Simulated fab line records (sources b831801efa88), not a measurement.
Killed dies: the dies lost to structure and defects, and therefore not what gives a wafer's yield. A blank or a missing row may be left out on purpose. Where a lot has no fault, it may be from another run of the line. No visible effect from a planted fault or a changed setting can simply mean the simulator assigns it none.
2 desks looking at one fault | flow gf180mcu | each desk holds nothing but its own numbers, with what lay behind them at the end

## METROLOGY DESK
Lot by lot, what the gauges showed, no matter which tool ran the lot: averages of those sampled wafers that carry a number. If a lot's mean is further than 4 standard deviations from the usual mean, the lot is out of limits and carries the mark OUT (the distance appears in the brackets).
Columns: A = TOP_METAL_ALCU_RS at GF_TOP_METAL_RS_MEAS_05, usual 0.0327 ohm/sq; B = PASSIVATION_CVD_00_THK at GF_PASSIVATION_THK_MEAS_01, usual 996 nm; C = PASSIVATION_BOW at GF_PASSIVATION_BOW_MEAS_14, usual 132 um
lot  | first seen here | A      | B    | C
L291 | day 27 13:07    | 0.0332 | 988  | 143
L292 | day 27 18:53    | 0.0326 | 998  | 118
L296 | day 29 07:22    | 0.0326 | 1006 | 138
L298 | day 29 17:02    | 0.0332 | 993  | 123
L300 | day 30 08:28    | 0.0329 | 988  | 135
L301 | day 30 09:38    | 0.0329 | 997  | 132
L302 | day 30 21:04    | 0.0326 | 1010 | 137
L307 | day 32 12:10    | 0.0325 | 1002 | 117
L309 | day 33 02:59    | 0.0326 | 1002 | 133
L310 | day 33 05:17    | 0.0327 | 987  | 146
L311 | day 33 07:46    | 0.0326 | 999  | 118
L312 | day 33 17:22    | 0.0325 | 992  | 128
L313 | day 33 18:26    | 0.0324 | 1001 | 131
Result from this desk: across the 13 lots, nothing is out of limits.

## FOR THE TOOL OWNER'S DESK: rie_metal-04
The tool's own readings at GF_M3_METAL_ETCH_16 (etches the open film in Cl2/BCl3, stops on SiO2, target depth 627.5 nm, time 104.6 s): means of the sampled wafers that have a number, for each lot that ran on this tool. If a lot's mean is further than 4 standard deviations from the usual mean, the lot is out of limits and carries the mark OUT (the distance appears in the brackets).
Columns: A = drypump_motor_current_A at GF_M3_METAL_ETCH_16, usual 5.38 A; B = mfc_cl2_sccm at GF_M3_METAL_ETCH_16, usual 80.01 sccm; C = oes_product_au at GF_M3_METAL_ETCH_16, usual 0.971 a.u.; D = throttle_valve_pct at GF_M3_METAL_ETCH_16, usual 28.250 %
lot  | first seen here | A    | B     | C     | D
L292 | day 21 21:37    | 5.18 | 79.85 | 0.972 | 28.239
L300 | day 24 23:10    | 5.19 | 79.94 | 0.967 | 28.255
L301 | day 25 00:53    | 5.31 | 80.04 | 0.978 | 28.249
L309 | day 28 07:37    | 5.06 | 80.19 | 0.969 | 28.243
L310 | day 28 08:34    | 5.07 | 79.86 | 0.966 | 28.254
L311 | day 28 13:13    | 5.06 | 80.05 | 0.976 | 28.236
Result from this desk: across the 6 lots, nothing is out of limits.

## PUT TOGETHER
From the metrology desk's view, nothing was out of limits.
Nothing out of limits was seen by the tool owner's desk.

## WHAT WAS PUT IN BY THE SIMULATOR
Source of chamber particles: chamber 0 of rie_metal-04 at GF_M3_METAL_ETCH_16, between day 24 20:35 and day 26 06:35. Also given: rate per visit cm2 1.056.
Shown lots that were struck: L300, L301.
